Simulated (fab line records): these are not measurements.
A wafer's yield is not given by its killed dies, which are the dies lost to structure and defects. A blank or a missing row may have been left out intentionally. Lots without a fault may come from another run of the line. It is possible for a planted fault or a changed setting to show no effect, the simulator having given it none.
The same fault as seen by 2 desks || flow sky130 || every desk sees just its own numbers, and what lay behind them comes last

== THE TOOL OWNER'S DESK: plasma_asher-03 ==
The tool's own readings at SKY_VT_ADJUST_LVTN_STRIP_09 (strips in O2/N2): means of the sampled wafers that have a number, for each lot that ran on this tool. Any lot whose mean is over 4 standard deviations away from the usual mean is out of limits and marked OUT; that distance is given in the brackets.
Columns: A = drypump_motor_current_A at SKY_VT_ADJUST_LVTN_STRIP_09, usual 5.9 A; B = oes_product_au at SKY_VT_ADJUST_LVTN_STRIP_09, usual 0.722 a.u.; C = strip_time_to_endpoint_s at SKY_VT_ADJUST_LVTN_STRIP_09, usual 36.92 s
{"lot": "L733", "first seen here": "day 9 01:51", "A": 5.5, "B": 0.724, "C": 36.95}
{"lot": "L736", "first seen here": "day 9 19:45", "A": 5.5, "B": 0.724, "C": 36.88}
{"lot": "L742", "first seen here": "day 11 08:33", "A": 5.5, "B": "0.954 (+51) OUT", "C": "-"}
This desk's finding: out of limits on L742; first on L742, day 11 08:33 (oes_product_au at SKY_VT_ADJUST_LVTN_STRIP_09). L733, L736 stayed within limits.

== FROM THE METROLOGY DESK ==
Means of the sampled wafers that have a number, per lot and without regard to the tool the lot ran on: this is what the gauges read. Any lot whose mean is over 4 standard deviations away from the usual mean is out of limits and marked OUT; that distance is given in the brackets.
Columns: A = VT_ADJUST_HVTP_TW at SKY_VT_ADJUST_HVTP_TW_MEAS_11, usual 1349; B = VT_ADJUST_LVTN_TW at SKY_VT_ADJUST_LVTN_TW_MEAS_10, usual 240.0; C = VT_ADJUST_LVTN_2_TW at SKY_VT_ADJUST_LVTN_TW_MEAS_21, usual 186.7
{"lot": "L726", "first seen here": "day 6 05:29", "A": 1345, "B": 241.5, "C": 185.9}
{"lot": "L727", "first seen here": "day 6 07:33", "A": 1349, "B": 239.9, "C": 186.4}
{"lot": "L728", "first seen here": "day 6 15:34", "A": 1343, "B": 240.6, "C": 187.1}
{"lot": "L729", "first seen here": "day 6 21:55", "A": 1346, "B": 240.5, "C": 186.1}
{"lot": "L730", "first seen here": "day 7 05:41", "A": 1351, "B": 239.7, "C": 186.0}
{"lot": "L731", "first seen here": "day 7 09:37", "A": 1348, "B": 238.6, "C": 187.2}
{"lot": "L733", "first seen here": "day 8 04:17", "A": 1345, "B": 240.4, "C": 187.8}
{"lot": "L736", "first seen here": "day 8 22:22", "A": 1347, "B": 240.7, "C": 187.0}
{"lot": "L738", "first seen here": "day 9 11:18", "A": 1367, "B": 239.8, "C": 186.8}
{"lot": "L741", "first seen here": "day 10 06:34", "A": 1346, "B": 239.2, "C": 186.8}
{"lot": "L742", "first seen here": "day 10 08:43", "A": 1345, "B": 239.1, "C": "29.9 (-99 or more) OUT"}
{"lot": "L743", "first seen here": "day 10 15:50", "A": 1346, "B": 239.4, "C": 187.2}
{"lot": "L747", "first seen here": "day 11 17:05", "A": 1359, "B": 240.1, "C": 186.9}
Finding of this desk: L742 out of limits, first seen on L742 at day 12 07:33 (VT_ADJUST_LVTN_2_TW at SKY_VT_ADJUST_LVTN_TW_MEAS_21). L726, L727, L728, L729, L730, L731, L733, L736, L738, L741, L743, L747 stayed within limits.

== ALL TOGETHER ==
An alarm could have come from the tool owner's desk at day 11 08:33, on L742.
On L742, the metrology desk was in a position to raise an alarm at day 12 07:33.
Of the lots named, all ran SKY_VT_ADJUST_LVTN_STRIP_09 on plasma_asher-03.

== WHAT WAS PUT IN BY THE SIMULATOR ==
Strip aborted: plasma_asher-03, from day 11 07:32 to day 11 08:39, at SKY_VT_ADJUST_LVTN_STRIP_09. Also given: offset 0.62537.
Struck lots among those shown: L742.
Fault start to first reading out of limits, in hours, per desk: tool owner, 1; metrology, 24.
